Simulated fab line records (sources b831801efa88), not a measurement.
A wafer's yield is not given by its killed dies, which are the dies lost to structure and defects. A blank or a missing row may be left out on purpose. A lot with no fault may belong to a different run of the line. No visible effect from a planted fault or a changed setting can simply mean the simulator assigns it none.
A struck lot beside a sound one ; flow sky130 ; 25 out of 708 route steps
Sound: the wafers L400.2, L400.4, L400.6. The struck wafers were L410.2, L410.3, L410.5. The cause comes at the end.
Per side, at each step with rows, come the tool, then ch with its chambers, and then its first start. Under that, the readings that differ: sound wafers ; struck wafers ; difference of the means ; sigmas: that difference in standard deviations of wafers without a fault.
alike: a reading whose means differ by less than 2 such deviations, as well as words and numbers matching on both sides. not compared: withheld readings; readings where some wafer has no value; bounds like >300 that might hide an equal value; numbers whose values overlap and for which the record gives no deviation.
A row with sigmas, a row that says differs or no value, or rows on one side alone: a step with any of these is where the two part. Numbers that have no deviation but don't overlap get no sigmas and don't part them. A reading that every wafer of one side lacks parts them only if that side has two wafers or more.

first, 3 steps without rows for these wafers: SKY_LOCAL_INTERCONNECT_STRIP_16 (strips in post etch residue remover, time 1200 s); SKY_LOCAL_INTERCONNECT_CLEAN_17 (cleans in IPA, time 180 s); SKY_LOCAL_INTERCONNECT_CLEAN_18 (cleans in O3/DIW).
SKY_CONTACT_CVD_00: deposits Si3N4, target thk 75 nm.
  sound on pecvd-02 ch 0,1, day 32 06:23; struck on pecvd-01 ch 0,1,2, day 34 20:19
  alike: heater power outer w, heater power w
SKY_CONTACT_THK_MEAS_01:
  struck on film metro-03, day 34 20:22; sound on film metro-03, day 32 06:25
  alike: CONTACT_CVD_00_THK
then, 1 step without rows for these wafers: SKY_CONTACT_HDPCVD_02 (deposits SiO2, target thk 565 nm, time 94.2 s).
SKY_CONTACT_THK_MEAS_03:
  struck on film metro-03, day 34 20:29; sound on film metro-01, day 32 06:33
  alike: CONTACT_HDPCVD_THK
SKY_CONTACT_CMP_04: polishes SiO2.
  sound on cmp-02 ch 0,1,2, day 32 06:39; struck on cmp-02 ch 0,1,2, day 34 20:35
  alike: motor current A, time to endpoint s
SKY_CONTACT_BOW_MEAS_05:
  struck on film metro-03, day 34 20:52; sound on film metro-03, day 32 06:55
  alike: CONTACT_BOW
then, 3 steps without rows for these wafers: SKY_CONTACT_DEHYDRATE_06 (time 60 s); SKY_CONTACT_HMDS_07 (prime time 60 s); SKY_CONTACT_COAT_08 (resist thk 60 nm).
SKY_CONTACT_COAT_09: resist thk 450 nm.
  sound on litho track-03 ch 0, day 32 20:00; struck on litho track-03 ch 0, day 35 09:00
reading;sound;struck;difference;sigmas
model.KrF-thick_of_CONTACT_COAT_09.thk nm (nm);453.1 453.2 452;499.8 497.9 499.1;+46.2;
then, 4 steps without rows for these wafers: SKY_CONTACT_SOFTBAKE_10 (time 90 s); SKY_CONTACT_EXPOSE_11 (exposes mask CTM1, target cd 170 nm); SKY_CONTACT_PEB_12; SKY_CONTACT_DEVELOP_13 (develop time 60 s).
SKY_CONTACT_CD_MEAS_14 targets a cd of 170 nm.
  struck on cd sem-01, day 35 22:47; sound on cd sem-02, day 33 10:08
reading;sound;struck;difference;sigmas
cd nm (nm);170.2 169.1 171.0;167.2 166.7 167.8;-2.9;-3
SKY_CONTACT_OVL_MEAS_15:
  struck on overlay-02, day 35 22:54; sound on overlay-02, day 33 10:15
  alike: CONTACT_OVL
SKY_CONTACT_ETCH_16: etches BARC in N2/H2, stops on SiO2, time 43.99 s, target depth 60 nm.
  sound on rie diel-04 ch 0,1,3, day 33 10:17; struck on rie diel-04 ch 2,3, day 35 22:56
  alike: drypump motor current A, oes product au, throttle valve pct
  not compared: rf hours counter h
SKY_CONTACT_ETCH_17: etches SiO2 in C4F8/O2/Ar, stops on Si3N4, target depth 340 nm.
  sound on rie diel-04 ch 0,1,3, day 33 10:19; struck on rie diel-04 ch 2,3, day 35 22:58
  alike: oes product au
SKY_CONTACT_ETCH_18: etches Si3N4 in CHF3/O2, stops on TiN, time 39 s, target depth 75 nm.
  sound: rie diel-04 ch 0,1,3; struck: rie diel-04 ch 2,3
reading;sound;struck;difference;sigmas
model.KrF-thick_of_CONTACT_COAT_09.thk nm (nm);249.2 245.7 249.5;293.5 297.2 290.8;+45.7;
  alike: drypump motor current A, oes product au, throttle valve pct
  not compared: rf hours counter h
SKY_CONTACT_STRIP_19: strips in O2/N2.
  sound on plasma asher-04 ch 0,1, day 33 10:25; struck on plasma asher-04 ch 0, day 35 23:04
reading;sound;struck;difference;sigmas
oes product au (a.u.);0.382 0.396 0.380;0.408 0.407 0.405;+0.021;+5
strip time to endpoint s (s);3.69 3.66 3.68;4.15 4.17 4.13;+0.47;+14
  alike: drypump motor current A, o2 flow sccm
  not compared: rf hours counter h
then, 2 steps without rows for these wafers: SKY_CONTACT_STRIP_20 (strips in post etch residue remover, time 1200 s); SKY_PAD_OPEN_PROBE_99.

== WHERE THEY PART ==
First at SKY_CONTACT_CD_MEAS_14; last, within this record, at SKY_CONTACT_STRIP_19.

WHY: what the simulator had put in
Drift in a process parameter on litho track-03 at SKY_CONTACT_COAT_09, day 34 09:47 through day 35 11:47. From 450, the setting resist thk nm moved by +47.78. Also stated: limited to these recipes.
